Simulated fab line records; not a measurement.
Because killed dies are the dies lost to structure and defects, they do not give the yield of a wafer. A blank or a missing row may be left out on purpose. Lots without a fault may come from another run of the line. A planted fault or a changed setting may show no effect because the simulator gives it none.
A struck lot beside a sound one    flow sky130    26 steps out of a route of 708
Sound: the wafers L269.2, L269.4, L269.5. Struck: wafer L274.5 (left out: L274.2, L274.4 of the same lot, which were not struck); the cause appears at the end.
For every step that has rows: the tool of each side, followed by ch and its chambers, followed by its first start. Under that, the readings that differ: sound wafers    struck wafers    difference of the means    sigmas: that difference in standard deviations of wafers without a fault.
alike: same words and numbers on both sides, and readings whose means sit less than 2 such deviations apart. not compared: any withheld reading, any reading some wafer has no value for, any bound like >300 that may hide the same value, and any number with overlapping values for which the record gives no deviation.
The two part at a step that has a row with sigmas, a row that says differs or no value, or rows on one side only. Numbers that have no deviation but don't overlap get no sigmas and don't part them. Lack of a reading on every wafer of one side parts them only where that side has two or more wafers.

first, 2 steps without rows for these wafers: SKY_VIA3_SPUTTER_20 (material TiN, target thk 20 nm, time 80 s); SKY_VIA3_CVD_21 (deposits W, target thk 390 nm, time 117.31 s).
SKY_VIA3_RS_MEAS_22: a four-point-probe measurement.
  sound on filmMetro-02, day 42 17:23; struck on filmMetro-02, day 43 20:52
reading             sound              struck  difference  sigmas
VIA3_W_RS (ohm/sq)  0.298 0.297 0.301  0.285   -0.014      -3
SKY_VIA3_THK_MEAS_23: measures by xrf.
  sound on filmMetro-02, day 42 17:30; struck on filmMetro-02, day 43 20:59
reading          sound        struck  difference  sigmas
VIA3_W_THK (nm)  393 395 388  410     +18         +2
SKY_VIA3_CMP_24: polishes, stops on SiO2, t overpolish 20 s, target thk 0 nm.
  sound on cmp-02 ch 0,2, day 42 17:33; struck on cmp-02 ch 1, day 43 21:05
reading              sound           struck  difference  sigmas
motorCurrentA (A)    12.6 10.3 14.2  9.8     -2.6        -2
timeToEndpointS (s)  90 91 91        106     +15         +4
  alike: overpolishRunS
SKY_METAL4_SPUTTER_00: material Ti, target thk 15 nm, time 10 s.
  sound on pvdSputter-03, day 42 17:51; struck on pvdSputter-01, day 43 21:20
  alike: throttleValvePct
then, 1 step without rows for these wafers: SKY_METAL4_SPUTTER_01 (material TiN, target thk 20 nm, time 16.7 s).
SKY_METAL4_SPUTTER_02: material AlCu, target thk 735 nm, time 39.1 s.
  sound on pvdSputter-03, day 42 17:54; struck on pvdSputter-01, day 43 21:23
  alike: throttleValvePct
SKY_METAL4_SPUTTER_03: material Ti, target thk 5 nm, time 3.3 s.
  sound on pvdSputter-03, day 42 17:56; struck on pvdSputter-01, day 43 21:25
  alike: throttleValvePct
SKY_METAL4_SPUTTER_04: material TiN, target thk 70 nm, time 58.3 s.
  sound on pvdSputter-03, day 42 17:57; struck on pvdSputter-01, day 43 21:26
  alike: throttleValvePct
then, 1 step without rows for these wafers: SKY_CAP2M_CVD_00 (deposits SiO2, target thk 15.5 nm).
SKY_CAP2M_THK_MEAS_01:
  sound on filmMetro-02, day 42 18:02; struck on filmMetro-03, day 43 21:31
  alike: CAP2M_CVD_00_THK
SKY_CAP2M_SPUTTER_02: material TiN, target thk 200 nm, time 166.7 s.
  sound on pvdSputter-02, day 42 18:05; struck on pvdSputter-02, day 43 21:34
  alike: substrateTempC, throttleValvePct
SKY_CAP2M_RS_MEAS_03: a four-point-probe measurement.
  sound on filmMetro-03, day 42 18:13; struck on filmMetro-02, day 43 21:42
reading                sound           struck  difference  sigmas
CAP2M_TIN_RS (ohm/sq)  6.83 6.92 6.87  9.84    +2.97       +40
SKY_CAP2M_THK_MEAS_04: measures by xrf.
  sound on filmMetro-03, day 42 18:19; struck on filmMetro-02, day 43 21:49
reading             sound              struck  difference  sigmas
CAP2M_TIN_THK (nm)  201.4 199.2 200.7  156.3   -44.1       -21
then, 7 steps without rows for these wafers: SKY_CAP2M_DEHYDRATE_05 (time 60 s); SKY_CAP2M_HMDS_06 (prime time 60 s); SKY_CAP2M_COAT_07 (resist thk 1140 nm); SKY_CAP2M_SOFTBAKE_08 (time 60 s); SKY_CAP2M_EXPOSE_09 (exposes mask CAP2M, target cd 1000 nm); SKY_CAP2M_PEB_10; SKY_CAP2M_DEVELOP_11 (develop time 60 s).
SKY_CAP2M_OVL_MEAS_12:
  sound on overlay-02, day 43 17:22; struck on overlay-01, day 44 18:34
  alike: CAP2M_OVL
SKY_CAP2M_METAL_ETCH_13: etches TiN in Cl2/BCl3, stops on SiO2, target depth 220 nm, time 62.9 s.
  sound on rieMetal-04 ch 0,1, day 43 17:24; struck on rieMetal-04 ch 1, day 44 18:36
reading               sound                 struck  difference  sigmas
oesProductAu (a.u.)   0.940 0.943 0.941     0.830   -0.111      -14
throttleValvePct (%)  21.893 21.890 21.915  21.972  +0.073      +7
  alike: drypumpMotorCurrentA
  not compared: rfHoursCounterH
then, 2 steps without rows for these wafers: SKY_CAP2M_STRIP_14 (strips in O2/N2); SKY_PAD_OPEN_PROBE_99.

== WHERE THEY PART ==
First at SKY_VIA3_RS_MEAS_22; last, within this record, at SKY_CAP2M_METAL_ETCH_13.

WHY: what had been put in by the simulator
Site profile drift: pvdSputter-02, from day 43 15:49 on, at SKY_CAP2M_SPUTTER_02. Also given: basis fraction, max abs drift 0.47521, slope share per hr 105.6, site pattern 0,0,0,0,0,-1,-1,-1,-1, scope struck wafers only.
